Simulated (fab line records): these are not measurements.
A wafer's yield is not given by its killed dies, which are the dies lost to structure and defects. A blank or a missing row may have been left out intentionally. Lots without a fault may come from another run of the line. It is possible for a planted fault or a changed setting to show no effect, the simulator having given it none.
Which tool did it?    flow sky130    14 lots, 40 wafers sampled, at 4 steps of a route of 708

## WHAT THE GAUGES READ, wafer by wafer
SKY_VT_ADJUST_HVTR_CD_MEAS_07 targets a cd of 380 nm. Usual: 379.8 nm for cd-nm, sd 2.6.
lot   measured      on         cd-nm (nm)         flag
L663  day 9 11:36   cd-sem-01  381.3 382.9 382.8  
L664  day 9 15:44   cd-sem-01  376.1 375.0 377.1  
L665  day 10 03:17  cd-sem-01  379.5 379.4 380.1  
L666  day 10 06:59  cd-sem-02  380.1 378.6 378.4  
L667  day 10 17:19  cd-sem-02  378.6 383.1 382.1  
L668  day 10 20:25  cd-sem-01  377.4 378.1 377.1  
L671  day 11 22:28  cd-sem-02  378.1 378.0        
L672  day 12 04:13  cd-sem-01  376.5 378.9        
L680  day 14 18:21  cd-sem-01  378.7 378.4 381.9  
L682  day 15 10:27  cd-sem-01  379.1 377.6 377.3  
L683  day 15 17:41  cd-sem-02  375.6 378.6 379.0  
L684  day 16 03:52  cd-sem-01  380.5 382.4 381.7  
L685  day 16 11:13  cd-sem-01  384.1 383.0 383.1  
L686  day 17 00:02  cd-sem-02  383.8 383.1 385.2  

SKY_SONOS_TUNNEL_CD_MEAS_07 targets a cd of 410 nm. Usual: 410.4 nm for cd-nm, sd 2.2.
lot   measured      on         cd-nm (nm)         flag
L663  day 11 09:38  cd-sem-02  412.8 411.8 415.1  
L664  day 11 13:46  cd-sem-01  412.0 413.9 411.6  
L665  day 12 02:13  cd-sem-01  413.5 412.9 414.0  
L666  day 12 06:26  cd-sem-01  409.9 409.9 407.7  
L667  day 12 17:57  cd-sem-02  408.2 408.8 406.1  
L668  day 12 20:54  cd-sem-02  407.4 408.2 407.9  
L671  day 14 00:06  cd-sem-02  411.2 409.5        
L672  day 14 07:19  cd-sem-02  413.7 413.1        
L680  day 17 02:47  cd-sem-02  412.6 412.8 414.8  
L682  day 17 19:22  cd-sem-02  407.8 407.5 407.8  
L683  day 18 02:41  cd-sem-01  408.2 409.5 408.9  
L684  day 18 13:36  cd-sem-02  408.2 406.0 406.8  
L685  day 18 21:30  cd-sem-02  409.5 409.7 411.9  
L686  day 19 12:14  cd-sem-02  411.1 413.3 411.8  

SKY_SONOS_TUNNEL_OVL_MEAS_08. Usual: SONOS_TUNNEL_OVL 0.0 nm, standard deviation 1.2.
lot   measured      on          SONOS_TUNNEL_OVL (nm)  flag
L663  day 11 09:46  overlay-02  -0.2 1.6 0.7           
L664  day 11 13:52  overlay-02  -1.5 -1.7 0.3          
L665  day 12 02:18  overlay-01  -0.8 -0.2 -2.1         
L666  day 12 06:33  overlay-01  -2.1 -1.4 -0.1         
L667  day 12 18:04  overlay-01  1.2 0.3 -0.4           
L668  day 12 21:01  overlay-01  0.1 1.5 -1.5           
L671  day 14 00:13  overlay-02  1.5 2.5                
L672  day 14 07:25  overlay-02  1.1 2.3                
L680  day 17 02:55  overlay-01  -2.0 -0.9 -0.3         
L682  day 17 19:28  overlay-01  1.3 -0.1 -1.1          
L683  day 18 02:48  overlay-01  -0.1 -1.7 -2.2         
L684  day 18 13:40  overlay-02  0.1 -0.4 -1.3          
L685  day 18 21:37  overlay-01  -0.3 1.4 0.6           
L686  day 19 12:21  overlay-01  1.2 1.2 -0.6           

## WHAT TOOL EACH LOT RAN ON (gives the tool, then ch and the chambers of the sampled wafers, and finally the start)
lot   SKY_FIELD_ISO_ETCH_17
L663  rie-si-01 ch 0,3, day 2 05:28
L664  rie-si-02 ch 0,3, day 2 11:07
L665  rie-si-02 ch 1,2,3, day 2 17:07
L666  rie-si-01 ch 0,1,3, day 2 21:10
L667  rie-si-01 ch 0,1, day 3 03:06
L668  rie-si-01 ch 0,1,2, day 3 06:55
L671  rie-si-01 ch 0,3, day 3 22:58
L672  rie-si-01 ch 0,3, day 4 02:58
L680  rie-si-02 ch 2,3, day 5 20:49
L682  rie-si-01 ch 0,1,3, day 6 11:55
L683  rie-si-01 ch 0,2,3, day 6 16:15
L684  rie-si-01 ch 0,2,3, day 7 00:31
L685  rie-si-02 ch 1,2, day 7 03:46
L686  rie-si-01 ch 1,3, day 7 06:40
- SKY_FIELD_ISO_ETCH_17: etches Si in HBr/Cl2/O2, target depth 342 nm, time 97.7 s.

## WHAT THE TOOLS THEMSELVES READ (means of the sampled wafers that have a number; where no wafer has one, the mark that the record gives instead)
SKY_FIELD_ISO_ETCH_17. Usual: drypump-motor-current-A 5.8 A, standard deviation 0.35; oes-product-au 1.003 a.u., standard deviation 0.0068; throttle-valve-pct 25.656 %, standard deviation 0.009.
lot   tool       drypump-motor-current-A (A)  oes-product-au (a.u.)  throttle-valve-pct (%)  flag
L663  rie-si-01  5.8                          0.997                  25.656                  
L664  rie-si-02  6.1                          1.009                  25.666                  
L665  rie-si-02  5.7                          1.002                  25.664                  
L666  rie-si-01  5.8                          1.009                  25.655                  
L667  rie-si-01  5.5                          0.995                  25.665                  
L668  rie-si-01  5.6                          0.996                  25.653                  
L671  rie-si-01  5.9                          1.159                  25.539                  OFF
L672  rie-si-01  5.9                          1.143                  25.547                  OFF
L680  rie-si-02  5.9                          1.007                  25.656                  
L682  rie-si-01  5.7                          1.007                  25.659                  
L683  rie-si-01  5.9                          1.008                  25.660                  
L684  rie-si-01  5.9                          1.015                  25.646                  
L685  rie-si-02  6.0                          1.002                  25.655                  
L686  rie-si-01  5.7                          1.007                  25.656                  

## THE ANSWER, worked out from the rows above alone
Rule: a lot is off if the mean of its wafers that have a number lies more than 3 standard deviations from the usual mean. A lot without any number at a reading at which 4 lots or more have one is off too. The other lots that the step has rows for count as sound. First the gauges in route order, then the tools' own readings, where a lot's mean is used as printed above. At the first step where some lot is off, the reading lying furthest off is the one used; lots without a number count as furthest.
Off: L671, L672, at SKY_FIELD_ISO_ETCH_17 (oes-product-au).
A tool fits if, at that step or a process step before it, it ran every lot that is off, and no sound lot after the first of them. None of those tried fits.

## WHAT THE SIMULATOR HAD PUT IN
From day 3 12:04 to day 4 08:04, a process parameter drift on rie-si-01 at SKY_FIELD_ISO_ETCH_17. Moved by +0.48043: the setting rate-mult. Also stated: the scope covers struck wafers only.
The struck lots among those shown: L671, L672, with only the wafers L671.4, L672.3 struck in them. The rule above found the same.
